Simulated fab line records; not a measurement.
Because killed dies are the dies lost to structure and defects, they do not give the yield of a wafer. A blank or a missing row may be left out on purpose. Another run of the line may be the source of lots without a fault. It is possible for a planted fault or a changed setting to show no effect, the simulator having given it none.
A lot that was struck, set against a sound lot    flow sky130    21 steps out of a route of 708
Sound: the wafers L638.1, L638.3, L638.4. Wafers struck: L646.1, L646.2, L646.4. At the end, the cause is stated.
For every step that has rows: the tool of each side, followed by ch and its chambers, followed by its first start. Under that, the readings that differ: sound wafers    struck wafers    difference of the means    sigmas: that difference in standard deviations of wafers without a fault.
alike: same words and numbers on both sides, and readings whose means sit less than 2 such deviations apart. not compared: any withheld reading, any reading some wafer has no value for, any bound like >300 that may hide the same value, and any number with overlapping values for which the record gives no deviation.
Wherever a step has rows on one side only, a row that says differs or no value, or a row with sigmas, the two part there. Numbers that have no deviation but don't overlap get no sigmas and don't part them. A reading missing from all wafers of one side parts the sides only when that side holds two or more wafers.

first, 6 steps without rows for these wafers: SKY_DNWELL_COAT_02 (resist thk 3000 nm); SKY_DNWELL_SOFTBAKE_03; SKY_DNWELL_EXPOSE_04 (exposes mask DNM, target cd 3000 nm); SKY_DNWELL_PEB_05; SKY_DNWELL_DEVELOP_06 (develop time 60 s); SKY_DNWELL_IMPLANT_07.
SKY_DNWELL_STRIP_08: strips in O2/N2.
  sound on plasma_asher-01 ch 0,1, day 3 20:12; struck on plasma_asher-02 ch 0,1, day 5 13:13
  alike: drypump_motor_current_A, oes_product_au, strip_time_to_endpoint_s
  not compared: rf_hours_counter_h
SKY_DNWELL_TW_MEAS_09:
  sound on film_metro-02, day 3 20:18; struck on film_metro-02, day 5 13:19
  alike: DNWELL_TW
then, 4 steps without rows for these wafers: SKY_PWDE_DEHYDRATE_00 (time 60 s); SKY_PWDE_HMDS_01 (prime time 60 s); SKY_PWDE_COAT_02 (resist thk 3000 nm); SKY_PWDE_SOFTBAKE_03.
SKY_PWDE_EXPOSE_04: exposes mask PWDEM, target cd 840 nm.
  sound on iline_stepper-02 ch 0, day 4 04:58; struck on iline_stepper-01 ch 0, day 5 22:34
reading  sound                    struck             difference  sigmas
mask     PWDEM#0 PWDEM#0 PWDEM#0  NWM#0 NWM#0 NWM#0  differs     
then, 2 steps without rows for these wafers: SKY_PWDE_PEB_05; SKY_PWDE_DEVELOP_06 (develop time 60 s).
SKY_PWDE_OVL_MEAS_07:
  sound on overlay-02, day 4 13:21; struck on overlay-01, day 6 07:22
reading        sound         struck  difference                     sigmas
PWDE_OVL (nm)  0.3 -0.2 0.4  - - -   no value on the struck wafers  
then, 1 step without rows for these wafers: SKY_PWDE_IMPLANT_08.
SKY_PWDE_STRIP_09: strips in O2/N2.
  sound on plasma_asher-01 ch 0,1, day 4 13:32; struck on plasma_asher-01 ch 0,1, day 6 07:33
reading                       sound              struck             difference  sigmas
strip_time_to_endpoint_s (s)  36.96 36.98 37.03  37.31 37.29 37.29  +0.31       +3
  alike: drypump_motor_current_A, oes_product_au
  not compared: rf_hours_counter_h
SKY_PWDE_TW_MEAS_10:
  sound on film_metro-02, day 4 13:38; struck on film_metro-01, day 6 07:39
reading  sound              struck          difference  sigmas
PWDE_TW  375.1 374.2 372.6  30.2 30.1 30.0  -343.9      -99 or more
then, 1 step without rows for these wafers: SKY_NWELL_DEHYDRATE_03 (time 60 s).
-- the record jumps here: 42 days lie between the struck wafers' starts before and after (it left off in module NWELL and takes up again in module PAD_OPEN, whose first step shown is number 708 of the route) --
SKY_PAD_OPEN_PROBE_99:
  sound on prober-01, day 46 03:40; struck on prober-01, day 48 06:53
reading              sound     struck       difference  sigmas
killed_at_front_end  15 10 14  403 415 426  +402        +79
killed_dies          94 83 95  492 492 492  +401        +40
killed_on_rim        14 19 17  96 96 96     +79         +22
  alike: killed_at_M0_to_M3, killed_at_M4_up, killed_at_contacts, killed_at_other, killed_open, killed_short

WHERE THEY PART
Last at SKY_PAD_OPEN_PROBE_99 as far as this record goes, first at SKY_PWDE_EXPOSE_04.

WHY: what had been put in by the simulator
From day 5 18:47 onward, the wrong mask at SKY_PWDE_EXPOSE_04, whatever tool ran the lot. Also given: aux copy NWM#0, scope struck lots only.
